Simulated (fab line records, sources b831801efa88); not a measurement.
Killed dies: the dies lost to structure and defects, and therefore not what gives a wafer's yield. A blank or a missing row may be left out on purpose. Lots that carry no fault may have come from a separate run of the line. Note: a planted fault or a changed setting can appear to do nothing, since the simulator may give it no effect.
Which tool was responsible? || flow gf180mcu || 7 lots, 21 wafers sampled, at 4 steps of a route of 602

== WHAT EACH GAUGE READ, for each wafer ==
GF_CONTACT_THK_MEAS_03.
{"lot": "L487", "measured": "day 16 07:51", "on": "film_metro-03", "CONTACT_CVD_02_THK (nm)": "848 863 868"}
{"lot": "L489", "measured": "day 17 03:48", "on": "film_metro-02", "CONTACT_CVD_02_THK (nm)": "850 853 858"}
{"lot": "L494", "measured": "day 19 02:11", "on": "film_metro-03", "CONTACT_CVD_02_THK (nm)": "858 870 876"}
{"lot": "L496", "measured": "day 19 16:46", "on": "film_metro-03", "CONTACT_CVD_02_THK (nm)": "867 869 869"}
{"lot": "L502", "measured": "day 21 16:45", "on": "film_metro-02", "CONTACT_CVD_02_THK (nm)": "838 861 862"}
{"lot": "L504", "measured": "day 22 09:35", "on": "film_metro-03", "CONTACT_CVD_02_THK (nm)": "852 851 869"}
{"lot": "L506", "measured": "day 23 01:43", "on": "film_metro-02", "CONTACT_CVD_02_THK (nm)": "846 850 856"}

== WHAT TOOL EACH LOT RAN ON (gives the tool, then ch and the chambers of the sampled wafers, and finally the start) ==
{"lot": "L487", "GF_HV_LDD_PEB_44": "litho_track-01 ch 0, day 13 08:29", "GF_SAB_ETCH_11": "rie_diel-01 ch 0,3, day 16 06:41", "GF_SALICIDE_SPUTTER_03": "pvd_sputter-01, day 16 07:04"}
{"lot": "L489", "GF_HV_LDD_PEB_44": "litho_track-03 ch 0, day 14 04:20", "GF_SAB_ETCH_11": "rie_diel-04 ch 0,1,3, day 17 02:44", "GF_SALICIDE_SPUTTER_03": "pvd_sputter-01, day 17 03:07"}
{"lot": "L494", "GF_HV_LDD_PEB_44": "litho_track-01, day 15 22:57", "GF_SAB_ETCH_11": "rie_diel-03 ch 0,2, day 19 01:05", "GF_SALICIDE_SPUTTER_03": "pvd_sputter-03, day 19 01:28"}
{"lot": "L496", "GF_HV_LDD_PEB_44": "litho_track-02, day 16 11:43", "GF_SAB_ETCH_11": "rie_diel-04 ch 0,2, day 19 15:42", "GF_SALICIDE_SPUTTER_03": "pvd_sputter-03, day 19 16:04"}
{"lot": "L502", "GF_HV_LDD_PEB_44": "litho_track-01 ch 0, day 18 10:32", "GF_SAB_ETCH_11": "rie_diel-01 ch 1,3, day 21 15:28", "GF_SALICIDE_SPUTTER_03": "pvd_sputter-01, day 21 15:52"}
{"lot": "L504", "GF_HV_LDD_PEB_44": "litho_track-02 ch 0, day 19 04:19", "GF_SAB_ETCH_11": "rie_diel-04 ch 0,2,3, day 22 08:31", "GF_SALICIDE_SPUTTER_03": "pvd_sputter-01, day 22 08:53"}
{"lot": "L506", "GF_HV_LDD_PEB_44": "litho_track-03 ch 0, day 19 21:41", "GF_SAB_ETCH_11": "rie_diel-04 ch 0,1,3, day 23 00:39", "GF_SALICIDE_SPUTTER_03": "pvd_sputter-03, day 23 01:02"}
- GF_HV_LDD_PEB_44
- GF_SAB_ETCH_11: etches SiO2 in C4F8/O2/Ar, target depth 55 nm, time 8.5 s.
- GF_SALICIDE_SPUTTER_03: material TiN, target thk 20 nm, time 16.7 s.

== THE ANSWER, worked out from the rows above alone ==
Rule: the usual values come from the lots themselves. The widest of any qualifying gaps counts: lots, ordered by their means at a reading, are off when they make up no more than a third of the lots, leave a main group of 4 or more, and stand apart from it by 3 or more times the standard deviation of that group's means. The tables above print the reading to a certain number of digits; a main group whose means all agree to those digits is not used. Also off: a lot with no number at a reading for which 4 or more lots have one. The other lots that the step has rows for count as sound.
No lot is off at any reading shown: from this, nothing can be told.

== WHAT HAD BEEN PUT IN BY THE SIMULATOR ==
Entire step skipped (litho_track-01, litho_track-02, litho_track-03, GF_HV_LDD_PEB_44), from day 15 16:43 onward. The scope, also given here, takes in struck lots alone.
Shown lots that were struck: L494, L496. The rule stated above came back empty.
